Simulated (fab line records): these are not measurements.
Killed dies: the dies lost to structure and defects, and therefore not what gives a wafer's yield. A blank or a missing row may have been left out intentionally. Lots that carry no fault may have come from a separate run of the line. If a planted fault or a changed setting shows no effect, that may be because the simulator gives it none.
A struck lot beside a sound one | flow sky130 | 15 steps out of a route of 708
Sound: these wafers, L259.1, L259.2, L259.5. The struck wafers were L275.1, L275.4, L275.6. The cause is given at the end.
Order at every step that has rows: each side's tool, ch and its chambers, its first start. Under that, the readings that differ: sound wafers | struck wafers | difference of the means | sigmas: that difference in standard deviations of wafers without a fault.
alike: readings whose means differ by less than 2 such deviations, and words and numbers that are the same on both sides. not compared: withheld readings, readings that some wafer has no value for, bounds like >300 that may hide the same value, and numbers for which the record gives no deviation and whose values overlap.
A row with sigmas, a row that says differs or no value, or rows on one side alone: a step with any of these is where the two part. When numbers do not overlap yet have no deviation, they are printed without sigmas and do not part them. A reading that every wafer of one side lacks parts them only if that side has two wafers or more.

SKY_VT_ADJUST_HVTR_OVL_MEAS_08:
  struck on overlay-01, day 16 10:35; sound on overlay-02, day 11 09:58
  alike: VT_ADJUST_HVTR_OVL
next, for these wafers, 1 step has no rows: SKY_VT_ADJUST_HVTR_IMPLANT_09.
SKY_VT_ADJUST_HVTR_STRIP_10: strips in O2/N2.
  sound on plasma_asher-01 ch 0,1, day 11 10:09; struck on plasma_asher-04 ch 0,1, day 16 10:47
  alike: drypump_motor_current_A, oes_product_au, strip_time_to_endpoint_s
  not compared: rf_hours_counter_h
SKY_VT_ADJUST_HVTR_TW_MEAS_11:
  struck on film_metro-03, day 16 10:53; sound on film_metro-03, day 11 10:15
  alike: VT_ADJUST_HVTR_TW
then, 7 steps without rows for these wafers: SKY_VT_ADJUST_PCH_DEHYDRATE_00 (time 60 s); SKY_VT_ADJUST_PCH_HMDS_01 (prime time 60 s); SKY_VT_ADJUST_PCH_COAT_02 (resist thk 3000 nm); SKY_VT_ADJUST_PCH_SOFTBAKE_03; SKY_VT_ADJUST_PCH_EXPOSE_04 (exposes mask NWM, target cd 840 nm); SKY_VT_ADJUST_PCH_PEB_05; SKY_VT_ADJUST_PCH_DEVELOP_06 (develop time 60 s).
SKY_VT_ADJUST_PCH_OVL_MEAS_07:
  struck on overlay-02, day 17 16:03; sound on overlay-01, day 12 10:21
  alike: VT_ADJUST_PCH_OVL
SKY_VT_ADJUST_PCH_IMPLANT_08:
  sound on implanter-03 ch 0, day 12 10:23; struck on implanter-04 ch 0, day 17 16:05
  reading            | sound                         | struck                        | difference | sigmas
  dose_ions_cm2      | 5.004e+11 4.999e+11 4.998e+11 | 5.238e+11 5.236e+11 5.231e+11 | +2.347e+10 | +51
  faraday_current_uA | 2.83 2.89 2.81                | 3.02 2.92 3.08                | +0.16      | +3
  alike: beam_on_s
SKY_VT_ADJUST_PCH_STRIP_09: strips in O2/N2.
  sound on plasma_asher-02 ch 0,1, day 12 10:32; struck on plasma_asher-03 ch 0,1, day 17 16:14
  alike: drypump_motor_current_A, oes_product_au, strip_time_to_endpoint_s
  not compared: rf_hours_counter_h
-- a jump in the record: the struck wafers' starts before and after are 34 days apart (it breaks off in module VT_ADJUST_PCH and resumes in module PAD_OPEN, where the first step shown is number 708 of the route) --
SKY_PAD_OPEN_PROBE_99:
  record: rows for the struck wafers here (prober-02, day 51 06:27), none for the sound ones

WHERE THEY PART
First at SKY_VT_ADJUST_PCH_IMPLANT_08; last, within this record, at SKY_PAD_OPEN_PROBE_99.

WHY: what had been put in by the simulator
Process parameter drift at SKY_VT_ADJUST_PCH_IMPLANT_08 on implanter-04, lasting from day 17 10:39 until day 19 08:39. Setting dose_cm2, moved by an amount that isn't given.
